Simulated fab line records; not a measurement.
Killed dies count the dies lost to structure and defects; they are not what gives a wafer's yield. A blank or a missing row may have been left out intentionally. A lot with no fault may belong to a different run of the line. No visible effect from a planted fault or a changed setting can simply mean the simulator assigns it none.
fab line records + flow sky130
[record]
- lots = 10
- wafers = 30
- lastDay = 50
route steps=708 shown VIA3@593 METAL4@600 VIA4@650 PAD_OPEN@708
lots that met no fault: taken from a fault-free run of the same line
startH: hours from the record's first day to the start of the lot's first wafer shown + waitH: time in hours since the lot's previous step + " same as the row above + L1.1+2: one row covering several wafers at once + - no value present, or no start provided + * or withheld: withheld + < > ~ a bound
route shown NAME@n: a module of which the file shows steps, and the number in the route of the first + usual: the fault-free wafers' mean and standard deviation + same: alike in all rows + chamber/n: place in a boat + sites: readings site by site + _std_site: standard deviation of those values + _edge_site: mean of outer sites minus mean of inner sites + radiusMm: for every site, how far away it sits from the centre of the wafer + mask NAME#n: copy n + behind: the most recent tool/chamber to have shaped the wafer + hold: the reason the lot was held/the length of the hold in hours/how it ended + device: names the non-switching transistor (n, p or np) + end of line: at the end of the route, the tests of the same wafers + where a step has no rows: the recipe by itself + killed: dies that structure and defects cost at the first sort, which is not the same as the wafer's yield + map: per-die view of a wafer (x killed, . not killed, _ where there is no die)
set.NAME: setting as actually run; set.NAME@STEP: the setting as run at that earlier step + model.NAME: the simulator's own value behind a step, which no gauge read
route steps across a sampled set of lots; one table per step, one row per wafer
services: when a tool's chamber went out of use (startH, in hours from the record's first day, below 0 if earlier), for how many hours, and the reason
[[steps]]
[step SKY_VIA3_SPUTTER_20]
[recipe]
- material = TiN
- targetThkNm = 20
- chamberPressurePa = 5
- powerW = 4000
- timeS = 80
[usual]
- throttleValvePct = 29.9/0.65
| lot.wafer | tool          | chamber | startH  | waitH | throttleValvePct |
|-----------|---------------|---------|---------|-------|------------------|
| L128.1    | pvdSputter-04 | -       | 939.86  | 0.0   | 29.2             |
| L128.2    | "             | -       | "       | "     | 29.6             |
| L128.5    | "             | -       | "       | "     | 29.3             |
| L129.2    | pvdSputter-03 | -       | 945.89  | 0.0   | 29.6             |
| L129.3    | "             | -       | "       | "     | 28.9             |
| L129.4    | "             | -       | "       | "     | 29.6             |
| L130.2    | pvdSputter-04 | -       | 956.24  | 0.0   | 29.0             |
| L130.4    | "             | -       | "       | "     | 29.6             |
| L130.5    | "             | -       | "       | "     | 29.6             |
| L131.2    | pvdSputter-04 | -       | 968.76  | 0.0   | 29.4             |
| L131.3    | "             | -       | "       | "     | 29.0             |
| L131.5    | "             | -       | "       | "     | 29.3             |
| L133.2    | pvdSputter-02 | -       | 972.17  | 0.0   | 30.2             |
| L133.4    | "             | -       | "       | "     | 31.0             |
| L133.5    | "             | -       | "       | "     | 30.6             |
| L132.2    | pvdSputter-02 | -       | 977.85  | 0.0   | 30.7             |
| L132.3    | "             | -       | "       | "     | 30.9             |
| L132.5    | "             | -       | "       | "     | 31.0             |
| L134.3    | pvdSputter-02 | -       | 983.88  | 0.0   | 30.3             |
| L134.4    | "             | -       | "       | "     | 30.5             |
| L134.5    | "             | -       | "       | "     | 30.9             |
| L135.3    | pvdSputter-03 | -       | 993.50  | 0.0   | 29.9             |
| L135.4    | "             | -       | "       | "     | 29.1             |
| L135.6    | "             | -       | "       | "     | 29.1             |
| L141.1    | pvdSputter-03 | -       | 1031.18 | 0.0   | 31.0             |
| L141.3    | "             | -       | "       | "     | 29.0             |
| L141.6    | "             | -       | "       | "     | 31.1             |
| L150.1    | pvdSputter-02 | -       | 1086.13 | 0.0   | 30.5             |
| L150.5    | "             | -       | "       | "     | 30.4             |
| L150.6    | "             | -       | "       | "     | 30.2             |
[step SKY_METAL4_SPUTTER_02]
[recipe]
- material = AlCu
- targetThkNm = 735
- powerW = 10600
- timeS = 39.1
- chamberPressurePa = 0.4
[usual]
- throttleValvePct = 29.5/0.69
| lot.wafer | tool          | chamber | startH  | waitH | throttleValvePct |
|-----------|---------------|---------|---------|-------|------------------|
| L128.1    | pvdSputter-03 | -       | 940.57  | 0.0   | 31.0             |
| L128.2    | "             | -       | "       | "     | 29.1             |
| L128.5    | "             | -       | "       | "     | 28.8             |
| L129.2    | pvdSputter-01 | -       | 946.61  | 0.0   | 31.1             |
| L129.3    | "             | -       | "       | "     | 28.9             |
| L129.4    | "             | -       | "       | "     | 28.5             |
| L130.2    | pvdSputter-04 | -       | 957.12  | 0.0   | 29.5             |
| L130.4    | "             | -       | "       | "     | 29.3             |
| L130.5    | "             | -       | "       | "     | 30.1             |
| L131.2    | pvdSputter-01 | -       | 969.47  | 0.0   | 28.4             |
| L131.3    | "             | -       | "       | "     | 28.6             |
| L131.5    | "             | -       | "       | "     | 28.4             |
| L133.2    | pvdSputter-03 | -       | 972.89  | 0.0   | 29.7             |
| L133.4    | "             | -       | "       | "     | 29.6             |
| L133.5    | "             | -       | "       | "     | 29.8             |
| L132.2    | pvdSputter-04 | -       | 978.56  | 0.0   | 29.5             |
| L132.3    | "             | -       | "       | "     | 29.4             |
| L132.5    | "             | -       | "       | "     | 28.9             |
| L134.3    | pvdSputter-03 | -       | 984.60  | 0.0   | 29.6             |
| L134.4    | "             | -       | "       | "     | 30.9             |
| L134.5    | "             | -       | "       | "     | 29.8             |
| L135.3    | pvdSputter-04 | -       | 994.21  | 0.0   | 29.1             |
| L135.4    | "             | -       | "       | "     | 29.7             |
| L135.6    | "             | -       | "       | "     | 29.2             |
| L141.1    | pvdSputter-04 | -       | 1031.89 | 0.0   | 29.5             |
| L141.3    | "             | -       | "       | "     | 29.2             |
| L141.6    | "             | -       | "       | "     | 29.0             |
| L150.1    | pvdSputter-01 | -       | 1087.40 | 0.0   | 28.8             |
| L150.5    | "             | -       | "       | "     | 28.4             |
| L150.6    | "             | -       | "       | "     | 29.0             |
[step SKY_METAL4_ETCH_16]
[recipe]
- chemistry = N2/H2
- target = BARC
- ionEnergyEv = 200
- biasW = 100
- pressureMtorr = 30
- n2FlowSccm = 100
- h2FlowSccm = 200
- icpW = 500
- stopOn = SiO2
- timeS = 88.2
- targetDepthA = 600
[usual]
- chamberPressureMTorr = 30.003/0.027
- drypumpMotorCurrentA = 5.8/0.52
- n2FlowSccm = 100.00/0.27
- oesProductAu = 0.626/0.0048
- throttleValvePct = 13.206/0.0087
| lot.wafer | tool        | chamber | startH  | waitH | chamberPressureMTorr | drypumpMotorCurrentA | n2FlowSccm | oesProductAu | rfHoursCounterH | throttleValvePct |
|-----------|-------------|---------|---------|-------|----------------------|----------------------|------------|--------------|-----------------|------------------|
| L128.1    | rieMetal-01 | 1       | 989.97  | 0.0   | 29.993               | 6.0                  | 99.57      | 0.620        | 13              | 13.208           |
| L128.2    | "           | 0       | "       | "     | 29.981               | 6.0                  | 100.17     | 0.631        | 19              | 13.196           |
| L128.5    | "           | 1       | "       | "     | 29.992               | 5.9                  | 99.85      | 0.623        | -               | 13.195           |
| L129.2    | rieMetal-02 | 1       | 996.57  | 0.0   | 30.000               | 5.8                  | 99.80      | 0.625        | 1               | 13.185           |
| L129.3    | "           | 1       | "       | "     | 29.996               | 5.8                  | 99.75      | 0.627        | -               | 13.208           |
| L129.4    | "           | 0       | "       | "     | 30.022               | 6.6                  | 100.19     | 0.627        | -               | 13.210           |
| L130.2    | rieMetal-01 | 0       | 1007.17 | 0.0   | 29.997               | 6.0                  | 100.18     | 0.630        | 20              | 13.191           |
| L130.4    | "           | 1       | "       | "     | 30.027               | 5.9                  | 100.43     | 0.631        | -               | 13.212           |
| L130.5    | "           | 1       | "       | "     | 29.947               | 5.9                  | 100.15     | 0.631        | -               | 13.214           |
| L131.2    | rieMetal-02 | 0       | 1018.47 | 0.0   | 30.029               | 6.6                  | 100.06     | 0.622        | 9               | 13.185           |
| L131.3    | "           | 0       | "       | "     | 30.023               | 6.6                  | 100.75     | 0.624        | -               | 13.210           |
| L131.5    | "           | 0       | "       | "     | 29.950               | 6.6                  | 100.12     | 0.626        | -               | 13.206           |
| L133.2    | rieMetal-04 | 1       | 1021.02 | 0.0   | 30.041               | 5.2                  | 100.40     | 0.624        | 2               | 13.217           |
| L133.4    | "           | 0       | "       | "     | 30.015               | 5.1                  | 100.10     | 0.627        | -               | 13.204           |
| L133.5    | "           | 0       | "       | "     | 30.027               | 5.1                  | 100.07     | 0.628        | -               | 13.202           |
| L132.2    | rieMetal-02 | 1       | 1028.12 | 0.0   | 29.979               | 5.8                  | 99.72      | 0.627        | 3               | 13.223           |
| L132.3    | "           | 0       | "       | "     | 30.021               | 6.6                  | 100.22     | 0.624        | -               | 13.215           |
| L132.5    | "           | 0       | "       | "     | 30.024               | 6.6                  | 100.20     | 0.626        | -               | 13.206           |
| L134.3    | rieMetal-04 | 1       | 1031.55 | 0.0   | 29.975               | 5.1                  | 100.23     | 0.626        | -               | 13.204           |
| L134.4    | "           | 0       | "       | "     | 30.010               | 5.1                  | 99.58      | 0.627        | -               | 13.193           |
| L134.5    | "           | 1       | "       | "     | 30.011               | 5.2                  | 100.45     | 0.625        | -               | 13.201           |
| L135.3    | rieMetal-04 | 0       | 1042.00 | 0.0   | 29.974               | 5.1                  | 99.99      | 0.616        | -               | 13.206           |
| L135.4    | "           | 1       | "       | "     | 30.008               | 5.2                  | 100.27     | 0.628        | -               | 13.214           |
| L135.6    | "           | 1       | "       | "     | 30.003               | 5.2                  | 100.02     | 0.627        | -               | 13.204           |
| L141.1    | rieMetal-02 | 0       | 1077.62 | 0.0   | 30.021               | 6.6                  | 100.21     | 0.626        | 12              | 13.198           |
| L141.3    | "           | 1       | "       | "     | 30.034               | 5.8                  | 99.79      | 0.622        | -               | 13.195           |
| L141.6    | "           | 1       | "       | "     | 29.980               | 5.8                  | 99.99      | 0.626        | -               | 13.182           |
| L150.1    | rieMetal-01 | 1       | 1129.07 | 0.0   | 29.983               | 6.0                  | 99.75      | 0.638        | 23              | 13.207           |
| L150.5    | "           | 0       | "       | "     | 29.990               | 6.0                  | 100.04     | 0.638        | -               | 13.206           |
| L150.6    | "           | 1       | "       | "     | 30.036               | 6.0                  | 99.80      | 0.616        | -               | 13.210           |
[step SKY_METAL4_METAL_ETCH_18]
[recipe]
- targetDepthA = 8450
- stopOn = SiO2
- overEtchFrac = 0.3
- timeS = 183.1
- chemistry = Cl2/BCl3
- resistSidewallDeg = 88
- pressureMtorr = 10
- icpW = 900
- biasW = 48.5
- Cl2_flow_sccm = 60
- bcl3FlowSccm = 30
[usual]
- chamberPressureMTorr = 10.000/0.0093
- drypumpMotorCurrentA = 5.7/0.5
- oesProductAu = 0.868/0.0067
- throttleValvePct = 22.264/0.0093
| lot.wafer | tool        | chamber | startH  | waitH | chamberPressureMTorr | drypumpMotorCurrentA | oesProductAu | rfHoursCounterH | throttleValvePct |
|-----------|-------------|---------|---------|-------|----------------------|----------------------|--------------|-----------------|------------------|
| L128.1    | rieMetal-02 | 0       | 990.08  | 0.0   | 9.990                | 6.6                  | 0.873        | 7               | 22.262           |
| L128.2    | "           | 1       | "       | "     | 10.010               | 5.8                  | 0.870        | 1               | 22.267           |
| L128.5    | "           | 1       | "       | "     | 10.009               | 5.8                  | 0.880        | -               | 22.252           |
| L129.2    | rieMetal-04 | 0       | 996.68  | 0.0   | 10.001               | 5.0                  | 0.873        | 13              | 22.265           |
| L129.3    | "           | 1       | "       | "     | 9.991                | 5.2                  | 0.870        | -               | 22.257           |
| L129.4    | "           | 0       | "       | "     | 9.998                | 5.0                  | 0.863        | -               | 22.276           |
| L130.2    | rieMetal-04 | 0       | 1007.28 | 0.0   | 10.006               | 5.0                  | 0.866        | 14              | 22.268           |
| L130.4    | "           | 0       | "       | "     | 10.010               | 5.0                  | 0.858        | -               | 22.261           |
| L130.5    | "           | 1       | "       | "     | 10.007               | 5.1                  | 0.862        | -               | 22.265           |
| L131.2    | rieMetal-04 | 1       | 1018.58 | 0.0   | 10.020               | 5.1                  | 0.858        | 2               | 22.267           |
| L131.3    | "           | 0       | "       | "     | 10.006               | 5.1                  | 0.860        | -               | 22.259           |
| L131.5    | "           | 1       | "       | "     | 9.986                | 5.2                  | 0.862        | -               | 22.267           |
| L133.2    | rieMetal-01 | 0       | 1021.14 | 0.0   | 10.005               | 6.0                  | 0.858        | 21              | 22.265           |
| L133.4    | "           | 1       | "       | "     | 10.000               | 6.0                  | 0.876        | -               | 22.252           |
| L133.5    | "           | 0       | "       | "     | 10.002               | 6.0                  | 0.853        | -               | 22.268           |
| L132.2    | rieMetal-04 | 0       | 1028.24 | 0.0   | 9.996                | 5.0                  | 0.867        | 15              | 22.257           |
| L132.3    | "           | 0       | "       | "     | 9.990                | 5.0                  | 0.867        | -               | 22.279           |
| L132.5    | "           | 0       | "       | "     | 10.007               | 5.0                  | 0.871        | -               | 22.257           |
| L134.3    | rieMetal-01 | 0       | 1031.70 | 0.1   | 10.009               | 6.0                  | 0.873        | -               | 22.262           |
| L134.4    | "           | 1       | "       | "     | 9.995                | 5.9                  | 0.873        | -               | 22.256           |
| L134.5    | "           | 0       | "       | "     | 9.990                | 6.0                  | 0.851        | -               | 22.266           |
| L135.3    | rieMetal-01 | 0       | 1042.15 | 0.1   | 10.004               | 6.0                  | 0.871        | -               | 22.267           |
| L135.4    | "           | 1       | "       | "     | 9.995                | 6.0                  | 0.857        | -               | 22.278           |
| L135.6    | "           | 1       | "       | "     | 10.018               | 6.0                  | 0.869        | -               | 22.261           |
| L141.1    | rieMetal-04 | 0       | 1077.74 | 0.0   | 9.992                | 5.1                  | 0.857        | 19              | 22.262           |
| L141.3    | "           | 1       | "       | "     | 9.988                | 5.1                  | 0.860        | -               | 22.259           |
| L141.6    | "           | 0       | "       | "     | 9.994                | 5.0                  | 0.939        | -               | 22.256           |
| L150.1    | rieMetal-02 | 0       | 1129.18 | 0.0   | 9.992                | 6.6                  | 0.872        | 15              | 22.262           |
| L150.5    | "           | 0       | "       | "     | 9.994                | 6.6                  | 0.869        | -               | 22.256           |
| L150.6    | "           | 1       | "       | "     | 9.994                | 5.8                  | 0.878        | -               | 22.263           |
[step SKY_VIA4_OVL_MEAS_11]
[usual]
- VIA4_OVL = 0.2/1.3
| lot.wafer | tool       | chamber | startH  | waitH | VIA4_OVL[nm] |
|-----------|------------|---------|---------|-------|--------------|
| L128.1    | overlay-01 | -       | 1014.45 | 0.1   | 0.6          |
| L128.2    | "          | -       | "       | "     | -0.7         |
| L128.5    | "          | -       | "       | "     | -1.4         |
| L129.2    | overlay-02 | -       | 1021.44 | 0.1   | 0.5          |
| L129.3    | "          | -       | "       | "     | -1.2         |
| L129.4    | "          | -       | "       | "     | -0.9         |
| L130.2    | overlay-02 | -       | 1032.03 | 0.1   | -0.7         |
| L130.4    | "          | -       | "       | "     | 0.4          |
| L130.5    | "          | -       | "       | "     | 1.5          |
| L131.2    | overlay-02 | -       | 1042.51 | 0.1   | 0.7          |
| L131.3    | "          | -       | "       | "     | -1.1         |
| L131.5    | "          | -       | "       | "     | -1.0         |
| L133.2    | overlay-01 | -       | 1044.79 | 0.1   | 0.2          |
| L133.4    | "          | -       | "       | "     | 1.5          |
| L133.5    | "          | -       | "       | "     | 0.4          |
| L132.2    | overlay-01 | -       | 1052.44 | 0.1   | 0.2          |
| L132.3    | "          | -       | "       | "     | 0.7          |
| L132.5    | "          | -       | "       | "     | 0.9          |
| L134.3    | overlay-01 | -       | 1055.14 | 0.1   | 0.2          |
| L134.4    | "          | -       | "       | "     | 1.1          |
| L134.5    | "          | -       | "       | "     | 1.5          |
| L135.3    | overlay-01 | -       | 1065.42 | 0.1   | -1.2         |
| L135.4    | "          | -       | "       | "     | 1.7          |
| L135.6    | "          | -       | "       | "     | 0.5          |
| L141.1    | overlay-01 | -       | 1100.03 | 0.1   | -0.2         |
| L141.3    | "          | -       | "       | "     | -0.5         |
| L141.6    | "          | -       | "       | "     | 0.2          |
| L150.1    | overlay-01 | -       | 1151.46 | 0.1   | 1.4          |
| L150.5    | "          | -       | "       | "     | 1.9          |
| L150.6    | "          | -       | "       | "     | 1.6          |
[step SKY_PAD_OPEN_PROBE_99]
[usual]
- defectLimitedYield = 82.4/1.9
- killed_at_M0_to_M3 = 43/7.5
- killed_at_M4_up = 3.2/1.9
- killedAtContacts = 24/4.9
- killedAtFrontEnd = 15/4.3
- killedAtOther = 0.4/0.72
- killedDies = 86/9.1
- killedOpen = 47/6.5
- killedShort = 39/6.5
- sort_bin_3_pad_short = 0.9/0.43
- sort_bin_5_function = 10.4/1.3
- sort_bin_6_memory = 6.3/1.2
- sortNPass = 406/9.1
- sortYieldPct = 82.4/1.9
[same]
- grossDies = 492
- killedAtBackSide = 0
- sort_bin_4_leakage[%] = 0
- sort_bin_8_speed[%] = 0
| lot.wafer | tool      | chamber | startH  | waitH | defectLimitedYield[%] | killed_at_M0_to_M3 | killed_at_M4_up | killedAtContacts | killedAtFrontEnd | killedAtOther | killedDies | killedOpen | killedShort | sort_bin_3_pad_short[%] | sort_bin_5_function[%] | sort_bin_6_memory[%] | sortNPass | sortYieldPct[%] |
|-----------|-----------|---------|---------|-------|-----------------------|--------------------|-----------------|------------------|------------------|---------------|------------|------------|-------------|-------------------------|------------------------|----------------------|-----------|-----------------|
| L131.2    | prober-01 | -       | 1113.16 | 0.1   | 82.3                  | 38                 | 4               | 30               | 15               | 0             | 87         | 48         | 39          | 0.4                     | 9.3                    | 7.9                  | 405       | 82.3            |
| L131.3    | prober-01 | -       | 1113.21 | 0.2   | 79.9                  | 41                 | 3               | 27               | 28               | 0             | 99         | 52         | 47          | 1.4                     | 12.0                   | 6.7                  | 393       | 79.9            |
| L131.5    | prober-01 | -       | 1113.31 | 0.2   | 83.5                  | 42                 | 4               | 18               | 17               | 0             | 81         | 47         | 33          | 1.0                     | 9.6                    | 5.9                  | 411       | 83.5            |
| L133.2    | prober-02 | -       | 1113.90 | 0.1   | 85.0                  | 43                 | 3               | 18               | 10               | 0             | 74         | 44         | 30          | 0.6                     | 9.8                    | 4.7                  | 418       | 85.0            |
| L133.4    | prober-02 | -       | 1114.00 | 0.2   | 78.9                  | 44                 | 5               | 33               | 19               | 3             | 104        | 62         | 41          | 1.0                     | 13.0                   | 7.1                  | 388       | 78.9            |
| L133.5    | prober-02 | -       | 1114.05 | 0.2   | 81.3                  | 50                 | 2               | 30               | 10               | 0             | 92         | 47         | 45          | 0.8                     | 12.0                   | 5.9                  | 400       | 81.3            |
| L132.2    | prober-01 | -       | 1119.30 | 0.1   | 83.1                  | 39                 | 0               | 25               | 19               | 0             | 83         | 41         | 39          | 0.6                     | 9.8                    | 6.5                  | 409       | 83.1            |
| L132.3    | prober-01 | -       | 1119.35 | 0.2   | 84.1                  | 31                 | 7               | 25               | 14               | 1             | 78         | 45         | 31          | 0.6                     | 9.1                    | 6.1                  | 414       | 84.1            |
| L132.5    | prober-01 | -       | 1119.45 | 0.2   | 84.6                  | 37                 | 2               | 26               | 10               | 1             | 76         | 42         | 32          | 1.0                     | 7.7                    | 6.7                  | 416       | 84.6            |
| L134.3    | prober-02 | -       | 1123.52 | 0.2   | 83.1                  | 36                 | 0               | 27               | 17               | 3             | 83         | 49         | 34          | 0.8                     | 10.0                   | 6.1                  | 409       | 83.1            |
| L134.4    | prober-02 | -       | 1123.57 | 0.2   | 82.1                  | 49                 | 3               | 23               | 13               | 0             | 88         | 44         | 44          | 1.0                     | 9.8                    | 7.1                  | 404       | 82.1            |
| L134.5    | prober-02 | -       | 1123.62 | 0.2   | 81.7                  | 38                 | 6               | 31               | 15               | 0             | 90         | 47         | 43          | 1.0                     | 12.0                   | 5.3                  | 402       | 81.7            |
| L141.1    | prober-01 | -       | 1162.42 | 0.1   | 84.1                  | 40                 | 5               | 21               | 12               | 0             | 78         | 52         | 26          | 0.6                     | 8.7                    | 6.5                  | 414       | 84.1            |
| L141.3    | prober-01 | -       | 1162.52 | 0.2   | 76.8                  | 56                 | 5               | 33               | 20               | 0             | 114        | 66         | 48          | 0                       | 14.6                   | 8.5                  | 378       | 76.8            |
| L141.6    | prober-01 | -       | 1162.67 | 0.2   | 81.3                  | 47                 | 6               | 25               | 14               | 0             | 92         | 58         | 31          | 0.8                     | 11.6                   | 6.3                  | 400       | 81.3            |
// killed by level:class
L131.2 LI_CONTACT:geometricParticle:open=9 CONTACT:geometricParticle:open=9 LOCAL_INTERCONNECT:geometricParticle:short=8 VIA2:geometricParticle:open=8 FIELD_ISO:geometricParticle:open=6 VIA1:geometricParticle:open=5 METAL2:geometricParticle:short=5 VIA3:geometricParticle:open=5
L131.3 METAL2:geometricParticle:short=11 CONTACT:geometricParticle:open=10 VIA1:geometricParticle:open=7 FIELD_ISO:geometricParticle:open=6 POLY_GATE:geometricParticle:open=6 VIA1:geometricParticle:short=5 LI_CONTACT:geometricParticle:open=5 VIA2:geometricParticle:open=5
L131.5 VIA1:geometricParticle:open=14 VIA2:geometricParticle:open=7 VIA3:geometricParticle:open=6 POLY_GATE:geometricParticle:short=5 CONTACT:geometricParticle:open=5 FIELD_ISO:geometricParticle:short=4 LI_CONTACT:geometricParticle:open=4 LOCAL_INTERCONNECT:geometricParticle:short=3
L133.2 VIA1:geometricParticle:open=12 CONTACT:geometricParticle:open=7 VIA2:geometricParticle:open=7 LOCAL_INTERCONNECT:geometricParticle:short=5 METAL1:geometricParticle:short=5 POLY_GATE:geometricParticle:open=4 VIA1:geometricParticle:short=4 METAL2:geometricParticle:short=4
L133.4 CONTACT:geometricParticle:open=19 VIA3:geometricParticle:open=11 VIA1:geometricParticle:open=10 FIELD_ISO:geometricParticle:short=7 VIA2:geometricParticle:open=6 LI_CONTACT:geometricParticle:open=5 CONTACT:geometricParticle:short=5 METAL1:geometricParticle:short=5
L133.5 VIA1:geometricParticle:open=12 CONTACT:geometricParticle:open=10 VIA2:geometricParticle:open=8 LI_CONTACT:geometricParticle:open=7 CONTACT:geometricParticle:short=7 METAL2:geometricParticle:short=6 VIA2:geometricParticle:short=5 VIA3:geometricParticle:open=5
L132.2 CONTACT:geometricParticle:open=10 VIA1:geometricParticle:open=9 VIA2:geometricParticle:open=7 POLY_GATE:geometricParticle:short=5 LI_CONTACT:geometricParticle:open=5 METAL2:geometricParticle:short=5 FIELD_ISO:geometricParticle:short=4 POLY_GATE:geometricParticle:open=4
L132.3 VIA1:geometricParticle:open=8 CONTACT:geometricParticle:open=7 POLY_GATE:geometricParticle:open=6 LI_CONTACT:geometricParticle:open=6 VIA2:geometricParticle:open=5 LOCAL_INTERCONNECT:geometricParticle:short=5 METAL2:geometricParticle:short=4 CONTACT:geometricParticle:short=4
L132.5 VIA1:geometricParticle:open=9 LI_CONTACT:geometricParticle:open=8 CONTACT:geometricParticle:open=7 VIA2:geometricParticle:open=7 METAL3:geometricParticle:short=7 CONTACT:geometricParticle:short=6 FIELD_ISO:geometricParticle:open=3 FIELD_ISO:geometricParticle:short=3
L134.3 VIA3:geometricParticle:open=10 CONTACT:geometricParticle:open=10 VIA1:geometricParticle:open=7 VIA1:geometricParticle:short=7 LI_CONTACT:geometricParticle:open=6 FIELD_ISO:geometricParticle:short=5 METAL2:geometricParticle:short=5 LOCAL_INTERCONNECT:geometricParticle:open=4
L134.4 VIA3:geometricParticle:open=11 CONTACT:geometricParticle:short=7 VIA2:geometricParticle:open=6 METAL2:geometricParticle:short=5 VIA1:geometricParticle:short=5 LI_CONTACT:geometricParticle:open=5 CONTACT:geometricParticle:open=5 METAL1:geometricParticle:short=5
L134.5 CONTACT:geometricParticle:open=12 VIA1:geometricParticle:open=11 VIA2:geometricParticle:open=7 LI_CONTACT:geometricParticle:short=6 FIELD_ISO:geometricParticle:short=5 POLY_GATE:geometricParticle:short=5 LI_CONTACT:geometricParticle:open=5 CONTACT:geometricParticle:short=5
L141.1 VIA1:geometricParticle:open=11 CONTACT:geometricParticle:open=9 VIA2:geometricParticle:open=9 VIA3:geometricParticle:open=7 LI_CONTACT:geometricParticle:open=5 CONTACT:geometricParticle:short=3 METAL1:geometricParticle:short=3 METAL2:geometricParticle:short=3
L141.3 LI_CONTACT:geometricParticle:open=12 VIA2:geometricParticle:open=9 CONTACT:geometricParticle:open=9 METAL1:geometricParticle:short=8 VIA1:geometricParticle:open=8 LI_CONTACT:geometricParticle:short=7 VIA3:geometricParticle:short=7 FIELD_ISO:geometricParticle:open=5
L141.6 LI_CONTACT:geometricParticle:open=11 VIA1:geometricParticle:open=10 VIA2:geometricParticle:open=10 POLY_GATE:geometricParticle:open=8 METAL1:geometricParticle:short=8 CONTACT:geometricParticle:open=6 LI_CONTACT:geometricParticle:short=4 VIA2:geometricParticle:short=4
[[services]]
| tool          | chamber | startH  | hours | kind                  |
|---------------|---------|---------|-------|-----------------------|
| rieMetal-02   | 1       | 932.55  | -     | clean                 |
| rieMetal-02   | 1       | 932.55  | 27.1  | scheduledDown         |
| rieMetal-02   | 1       | 932.55  | 27.1  | ventCycle             |
| pvdSputter-02 | -       | 941.62  | 1.5   | repair                |
| pvdSputter-03 | 1       | 944.59  | -     | consumableReplace:kit |
| pvdSputter-03 | 1       | 944.59  | 18.0  | scheduledDown         |
| pvdSputter-03 | 1       | 944.59  | 18.0  | ventCycle             |
| pvdSputter-01 | -       | 972.30  | 1.1   | repair                |
| rieMetal-04   | 1       | 974.73  | -     | clean                 |
| rieMetal-04   | 1       | 974.73  | 15.9  | scheduledDown         |
| rieMetal-04   | 1       | 974.73  | 15.9  | ventCycle             |
| rieMetal-02   | -       | 977.29  | 10.0  | pm                    |
| pvdSputter-03 | -       | 998.02  | 3.0   | repair                |
| pvdSputter-03 | -       | 1011.24 | 1.3   | repair                |
| pvdSputter-02 | -       | 1034.83 | 4.2   | repair                |
| pvdSputter-04 | -       | 1037.13 | 13.5  | repair                |
| pvdSputter-03 | 0       | 1046.39 | -     | consumableReplace:kit |
| pvdSputter-03 | 0       | 1046.39 | 18.0  | scheduledDown         |
| pvdSputter-03 | 0       | 1046.39 | 18.0  | ventCycle             |
| rieMetal-02   | 0       | 1046.68 | 10.3  | repair                |
| pvdSputter-04 | 1       | 1085.59 | -     | consumableReplace:kit |
| pvdSputter-04 | 1       | 1085.59 | 18.0  | scheduledDown         |
| pvdSputter-04 | 1       | 1085.59 | 18.0  | ventCycle             |
| pvdSputter-02 | -       | 1123.57 | 1.4   | repair                |
[[key]]
[firstSign]
- step = SKY_METAL4_METAL_ETCH_18
- reading = oesProductAu
- direction = up
- sigmas = 11
- usual = 0.868
- struck = 0.939
effect none on later readings
metAt SKY_METAL4_SPUTTER_02
struckLots L141
struckWafers L141.6
notActingAt SKY_VIA3_SPUTTER_20,SKY_METAL4_ETCH_16,SKY_VIA4_OVL_MEAS_11
onsetBetween 957.12 1031.89
[fault]
- kind = processParameterDrift
- tool = pvdSputter-04
- chamber = -
- onsetH = 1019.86
- steps = SKY_METAL4_SPUTTER_02
- channel = timeS
- offset = *
- shape = step
- endH = 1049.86
- actsIn = *
- stated = *
- scope = struckWafersOnly
